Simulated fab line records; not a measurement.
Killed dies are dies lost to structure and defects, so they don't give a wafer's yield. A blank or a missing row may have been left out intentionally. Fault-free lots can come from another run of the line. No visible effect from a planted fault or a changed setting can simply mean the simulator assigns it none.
Problem report in the 8D (eight disciplines) form, filled by code || flow sky130 || the parts of the form that need people (team, actions taken, sign-off) are left out

1. THE PROBLEM
Mean FIELD_ISO_OXIDATION_00_THK at SKY_FIELD_ISO_THK_MEAS_02: 10.37 nm over 6 wafers in 2 lots; fault-free wafers: 12.16 nm, standard deviation 0.26. Relative to the usual mean, that is a shift of -6.9 standard deviations.
Earliest sighting: wafer L122.2 on film metro-01 at day 3 14:44. At this step, 33 wafers from 11 lots have a number in the record. Rule for "out", or "out of limits": more than 4 standard deviations from the usual mean. All remaining wafers that have a number are taken as sound.

2. WHAT THIS IS AND IS NOT
{"question": "which readings at this step", "is": "FIELD_ISO_OXIDATION_00_THK", "is not": "-"}
{"question": "which lots", "is": "L122, L123", "is not": "L112, L113, L114, L115, L118, L119, L127, L128, L135"}
{"question": "which wafers of those lots", "is": "all that have a number", "is not": "-"}
{"question": "read on which gauges", "is": "film metro-01, film metro-02", "is not": "film metro-03"}
{"question": "when", "is": "from day 3 14:44", "is not": "up to then (18 sound wafers); but 9 sound wafers of L127, L128, L135 came after"}

3. SUSPECTS, AND WHAT RULES EACH OUT
Counting: a tool at any process step up to the reading remains a suspect when it ran all the lots that are out and ran no sound lot after the first of those.
- the gauge at SKY_FIELD_ISO_THK_MEAS_02: ruled out. 2 gauges (film metro-01, film metro-02) read the wafers that are out.
- furnace-01 at SKY_FIELD_ISO_OXIDATION_01 (stabilise 600 s, purge 300 s, target thk 12 nm): kept. All lots that are out passed through it, beginning with L122 at day 3 13:13, and no sound lot followed; its final sound lot before that point was L118 at day 2 16:47.
Remaining after the count: furnace-01 at SKY_FIELD_ISO_OXIDATION_01.

4. THE CAUSE (what the simulator had put in)
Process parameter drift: furnace-01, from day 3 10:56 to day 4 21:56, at SKY_FIELD_ISO_OXIDATION_01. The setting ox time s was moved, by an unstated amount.
After counting, this tool was the only one left.

5. THE CHAIN OF EFFECTS, in route order
One row per reading whose mean, taken over the struck wafers that have a number, lies over 3 standard deviations from the usual. Only readings whose record carries a usual standard deviation are examined. hours: median over the lots of the time between each lot's start at the first step of this table that gives one and its start at this step. sigmas: the change, counted in usual standard deviations.
{"hours": 0, "step": "SKY_FIELD_ISO_THK_MEAS_02", "reading": "FIELD_ISO_OXIDATION_00_THK", "usual": "12.16 nm", "on struck wafers": 10.37, "change": -1.79, "sigmas": -6.9}
Later steps that measure or inspect, where all struck wafers having a row at the step show a number for every such reading and not one has moved that far: SKY_SD_N_CD_MEAS_07, SKY_SD_N_OVL_MEAS_08.

6. HOW IT WOULD HAVE BEEN CAUGHT EARLIER
The first out-of-limits reading at a measuring or inspecting step in this record came at day 3 14:44, 4 hours after the fault's start at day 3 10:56.
Tool readings at SKY_FIELD_ISO_OXIDATION_01 with a usual standard deviation given in the record: none out on any struck wafer, hence no alarm at a limit of 4 standard deviations on them.
Lots out: 2; of these, L123 started SKY_FIELD_ISO_OXIDATION_01 on furnace-01 after day 3 14:44. Holding the tool at that time would have saved it.
